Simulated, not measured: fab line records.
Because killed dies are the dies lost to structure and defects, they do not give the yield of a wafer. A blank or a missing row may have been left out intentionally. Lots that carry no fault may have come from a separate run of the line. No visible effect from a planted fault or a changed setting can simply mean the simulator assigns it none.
fab line records -- flow sky130 -- part 2 of 2: steps 33 to 41 of 41
record: lots: 5, wafers: 15, last_day: 52
route steps=708 shown METAL2@491 VIA2@507
lots that met no fault: from a run of the same line without faults
start_h: hours from the record's first day to the start of the lot's first wafer shown -- wait_h: how many hours have passed since the lot's step before this one -- " unchanged from the row above -- L1.1+2: several wafers, shown together as one row -- - no value, or no start was given -- * or withheld: withheld -- < > ~ a bound
route shown NAME@n: NAME is a module with steps in the file, n the number in the route of the first one -- usual: mean and standard deviation over wafers with no fault -- same: alike in all rows -- chamber/n: place in a boat -- sites: readings site by site -- _std_site: standard deviation across them -- _edge_site: inner sites' mean taken away from outer sites' mean -- radius_mm: for every site, how far away it sits from the centre of the wafer -- mask NAME#n: copy n -- behind: the most recent tool/chamber to have shaped the wafer -- hold: why the lot went on hold/how many hours it stayed there/how the hold came to an end -- device: which transistor (n, p or np) failed to switch -- end of line: at the end of the route, the tests of the same wafers -- step lacking rows: just its recipe -- killed: dies lost to structure and defects at the first sort, not the wafer's yield -- map: a wafer's dies, x killed, . not, _ none there
set.NAME: the setting that was run; set.NAME@STEP: the one run at that earlier step -- model.NAME: the simulator's own value behind a step, which no gauge read
certain route steps with their lots: each step a table, each wafer a row
services: a tool's chamber out of use, with start hour (start_h, from the record's first day; less than 0 if before it), hours out, and reason
== steps ==
step: SKY_VIA2_STRIP_16
recipe: chemistry: O2/N2, power_w: 1400, pressure_mtorr: 1500, platen_temp_c: withheld, o2_flow_sccm: 3000, n2_flow_sccm: 300, overash_fraction: 0.5
usual: drypump_motor_current_A: 5.82/0.073, oes_product_au: 0.399/0.0047, strip_time_to_endpoint_s: 4.06/0.034
lot.wafer,tool,chamber,start_h,wait_h,drypump_motor_current_A,oes_product_au,rf_hours_counter_h,strip_time_to_endpoint_s
L076.1,plasma_asher-02,1,896.53,0.0,5.78,0.405,16,4.08
L076.3,plasma_asher-02,0,896.53,0.0,5.81,0.403,-,4.10
L076.6,plasma_asher-02,0,896.53,0.0,5.79,0.399,-,4.06
L089.1,plasma_asher-01,1,1048.86,0.0,5.75,0.404,62,4.00
L089.2,plasma_asher-01,0,1048.86,0.0,5.91,0.395,62,4.01
L089.6,plasma_asher-01,1,1048.86,0.0,5.74,0.402,-,4.03
L094.2,plasma_asher-04,0,1054.16,0.0,5.81,0.404,95,4.08
L094.4,plasma_asher-04,1,1054.16,0.0,5.76,0.410,-,4.08
L094.6,plasma_asher-04,0,1054.16,0.0,5.80,0.397,-,4.09
L095.1,plasma_asher-04,1,1055.98,0.0,5.80,0.401,96,4.07
L095.2,plasma_asher-04,0,1055.98,0.0,5.79,0.400,96,4.06
L095.3,plasma_asher-04,1,1055.98,0.0,5.76,0.396,-,4.04
L096.3,plasma_asher-01,0,1059.44,0.1,5.92,0.403,-,4.05
L096.5,plasma_asher-01,1,1059.44,0.1,5.77,0.390,-,4.05
L096.6,plasma_asher-01,0,1059.44,0.1,5.93,0.405,-,4.07
step: SKY_VIA2_STRIP_17
recipe: chemistry: post_etch_residue_remover, time_s: 1200, temp_c: 72.5
usual: bath_guard_temp_C: 72.6/0.35
lot.wafer,tool,chamber,start_h,wait_h,bath_guard_temp_C
L076.1,wet_bench-03,1,896.65,0.1,72.8
L076.3,wet_bench-03,1,896.65,0.1,72.4
L076.6,wet_bench-03,1,896.65,0.1,72.6
L089.1,wet_bench-03,2,1048.96,0.1,72.9
L089.2,wet_bench-03,2,1048.96,0.1,73.0
L089.6,wet_bench-03,2,1048.96,0.1,73.1
L094.2,wet_bench-03,2,1054.26,0.1,72.6
L094.4,wet_bench-03,2,1054.26,0.1,73.1
L094.6,wet_bench-03,2,1054.26,0.1,72.8
L095.1,wet_bench-03,2,1056.08,0.1,72.9
L095.2,wet_bench-03,2,1056.08,0.1,73.0
L095.3,wet_bench-03,2,1056.08,0.1,72.5
L096.3,wet_bench-03,2,1059.51,0.0,72.8
L096.5,wet_bench-03,2,1059.51,0.0,73.0
L096.6,wet_bench-03,2,1059.51,0.0,73.0
step: SKY_VIA2_CLEAN_18
recipe: chemistry: IPA, time_s: 180, temp_c: 25
lot.wafer,tool,chamber,start_h,wait_h
L076.1+3+6,wet_bench-04,3,896.99,0.0
L089.1+2+6,wet_bench-01,1,1049.30,0.0
L094.2+4+6,wet_bench-01,2,1054.60,0.0
L095.1+2+3,wet_bench-03,0,1056.43,0.0
L096.3+5+6,wet_bench-03,3,1059.85,0.0
step: SKY_VIA2_CLEAN_19
recipe: chemistry: O3/DIW, dry: n2_spin
lot.wafer,tool,chamber,start_h,wait_h
L076.1+3+6,wet_bench-01,1,897.05,0.0
L089.1+2+6,wet_bench-04,2,1049.36,0.0
L094.2+4+6,wet_bench-04,1,1054.66,0.0
L095.1+2+3,wet_bench-03,0,1056.48,0.0
L096.3+5+6,wet_bench-03,1,1059.91,0.0
step: SKY_VIA2_SPUTTER_20
recipe: material: TiN, target_thk_nm: 20, chamber_pressure_pa: 5, power_w: 4000, time_s: 80
usual: throttle_valve_pct: 29.7/1.2
lot.wafer,tool,chamber,start_h,wait_h,throttle_valve_pct
L076.1,pvd_sputter-04,-,897.14,0.0,29.2
L076.3,pvd_sputter-04,-,897.14,0.0,29.7
L076.6,pvd_sputter-04,-,897.14,0.0,32.9
L089.1,pvd_sputter-03,-,1049.45,0.0,30.4
L089.2,pvd_sputter-03,-,1049.45,0.0,29.3
L089.6,pvd_sputter-03,-,1049.45,0.0,29.9
L094.2,pvd_sputter-01,-,1054.75,0.0,28.1
L094.4,pvd_sputter-01,-,1054.75,0.0,28.6
L094.6,pvd_sputter-01,-,1054.75,0.0,28.1
L095.1,pvd_sputter-01,-,1056.58,0.0,29.8
L095.2,pvd_sputter-01,-,1056.58,0.0,28.5
L095.3,pvd_sputter-01,-,1056.58,0.0,28.2
L096.3,pvd_sputter-04,-,1060.00,0.0,32.6
L096.5,pvd_sputter-04,-,1060.00,0.0,32.9
L096.6,pvd_sputter-04,-,1060.00,0.0,29.3
step: SKY_VIA2_CVD_21
recipe: material: W, target_thk_nm: 420, time_s: 126.4, temp_c: 400, pressure_torr: 40
usual: heater_power_outer_w: 522/80, heater_power_w: 852/100
lot.wafer,tool,chamber,start_h,wait_h,heater_power_outer_w,heater_power_w
L076.1,cvd_w-01,1,897.20,0.0,413,745
L076.3,cvd_w-01,0,897.20,0.0,604,952
L076.6,cvd_w-01,1,897.20,0.0,430,725
L089.1,cvd_w-02,0,1049.52,0.0,493,797
L089.2,cvd_w-02,1,1049.52,0.0,548,901
L089.6,cvd_w-02,0,1049.52,0.0,484,777
L094.2,cvd_w-01,0,1054.81,0.0,628,966
L094.4,cvd_w-01,1,1054.81,0.0,422,736
L094.6,cvd_w-01,0,1054.81,0.0,635,985
L095.1,cvd_w-01,1,1056.64,0.0,437,744
L095.2,cvd_w-01,0,1056.64,0.0,618,1024
L095.3,cvd_w-01,0,1056.64,0.0,632,963
L096.3,cvd_w-01,1,1060.10,0.1,433,740
L096.5,cvd_w-01,0,1060.10,0.1,620,968
L096.6,cvd_w-01,1,1060.10,0.1,427,722
step: SKY_VIA2_RS_MEAS_22
recipe: thk_meas_gauge: four-point-probe, reads: W_of_VIA2_CVD_21+TiN_of_VIA2_SPUTTER_20
usual: VIA2_W_RS: 0.275/0.0034
lot.wafer,tool,chamber,start_h,wait_h,VIA2_W_RS[ohm/sq]
L076.1,film_metro-04,-,897.33,0.1,0.276
L076.3,film_metro-04,-,897.33,0.1,0.273
L076.6,film_metro-04,-,897.33,0.1,0.274
L089.1,film_metro-01,-,1049.65,0.1,0.269
L089.2,film_metro-01,-,1049.65,0.1,0.276
L089.6,film_metro-01,-,1049.65,0.1,0.271
L094.2,film_metro-04,-,1054.96,0.1,0.274
L094.4,film_metro-04,-,1054.96,0.1,0.275
L094.6,film_metro-04,-,1054.96,0.1,0.272
L095.1,film_metro-02,-,1056.77,0.1,0.274
L095.2,film_metro-02,-,1056.77,0.1,0.274
L095.3,film_metro-02,-,1056.77,0.1,0.269
L096.3,film_metro-04,-,1060.23,0.1,0.276
L096.5,film_metro-04,-,1060.23,0.1,0.278
L096.6,film_metro-04,-,1060.23,0.1,0.275
step: SKY_VIA2_THK_MEAS_23
recipe: thk_meas_gauge: xrf, reads: W_of_VIA2_CVD_21
usual: VIA2_W_THK: 404/6
lot.wafer,tool,chamber,start_h,wait_h,VIA2_W_THK[nm]
L076.1,film_metro-04,-,897.45,0.1,407
L076.3,film_metro-04,-,897.45,0.1,412
L076.6,film_metro-04,-,897.45,0.1,409
L089.1,film_metro-01,-,1049.77,0.1,409
L089.2,film_metro-01,-,1049.77,0.1,395
L089.6,film_metro-01,-,1049.77,0.1,405
L094.2,film_metro-04,-,1055.07,0.1,413
L094.4,film_metro-04,-,1055.07,0.1,412
L094.6,film_metro-04,-,1055.07,0.1,415
L095.1,film_metro-02,-,1056.89,0.1,406
L095.2,film_metro-02,-,1056.89,0.1,406
L095.3,film_metro-02,-,1056.89,0.1,412
L096.3,film_metro-04,-,1060.33,0.1,406
L096.5,film_metro-04,-,1060.33,0.1,406
L096.6,film_metro-04,-,1060.33,0.1,409
step: SKY_VIA2_CMP_24
recipe: stop_on: SiO2, t_overpolish_s: 20, down_force_psi: 3.5, platen_rpm: 60, target_thk_nm: 0, pad_velocity_m_s: 0.94248
usual: motor_current_A: 11.3/0.91, overpolish_run_s: 20.000/0.0092, time_to_endpoint_s: 103/5.8
lot.wafer,tool,chamber,start_h,wait_h,motor_current_A,overpolish_run_s,time_to_endpoint_s
L076.3,cmp-01,0,898.02,0.5,11.9,20.000,106
L076.1,cmp-01,3,898.02,0.5,11.2,19.992,98
L076.6,cmp-01,0,898.02,0.5,11.2,19.993,103
L089.2,cmp-01,2,1049.88,0.1,12.7,20.002,107
L089.1,cmp-01,0,1049.88,0.1,12.1,20.001,108
L089.6,cmp-01,2,1049.88,0.1,13.2,20.003,110
L094.4,cmp-02,3,1055.17,0.1,11.2,19.989,102
L094.2,cmp-02,0,1055.17,0.1,10.3,20.016,108
L094.6,cmp-02,3,1055.17,0.1,10.9,19.978,108
L095.3,cmp-02,3,1056.95,0.0,11.4,20.005,102
L095.1,cmp-02,1,1056.95,0.0,11.1,19.999,116
L095.2,cmp-02,2,1056.95,0.0,12.6,19.999,101
L096.3,cmp-02,1,1060.52,0.2,11.4,19.997,112
L096.5,cmp-02,2,1060.52,0.2,12.0,20.007,102
L096.6,cmp-02,3,1060.52,0.2,11.3,20.010,100
== services ==
tool,chamber,start_h,hours,kind
rie_metal-03,1,852.96,27.5,repair
cmp-01,-,862.59,4.8,pm
rie_diel-01,-,865.96,28.1,pm
krf_scanner-02,-,867.07,1.0,pm
krf_scanner-01,-,881.08,1.0,repair
krf_scanner-01,-,903.39,1.3,pm
wet_bench-04,-,911.57,1.9,pm
cmp-01,-,912.03,4.0,pm
rie_diel-01,3,913.95,52.3,repair
krf_scanner-02,-,916.88,0.8,pm
rie_diel-01,2,918.30,4.0,repair
krf_scanner-01,-,951.48,11.6,pm
krf_scanner-02,-,963.03,1.3,pm
krf_scanner-01,-,964.44,1.0,pm
krf_scanner-01,-,965.44,0.8,pm
krf_scanner-01,-,966.19,3.6,pm
krf_scanner-02,-,974.22,6.2,repair
plasma_asher-04,-,1002.74,1.3,repair
rie_diel-01,1,1004.00,16.7,repair
cmp-01,-,1005.91,0.6,repair
cmp-01,-,1006.19,1.1,repair
rie_metal-03,0,1016.75,12.1,repair
cmp-01,-,1025.01,0.5,repair
wet_bench-03,-,1041.27,1.9,pm
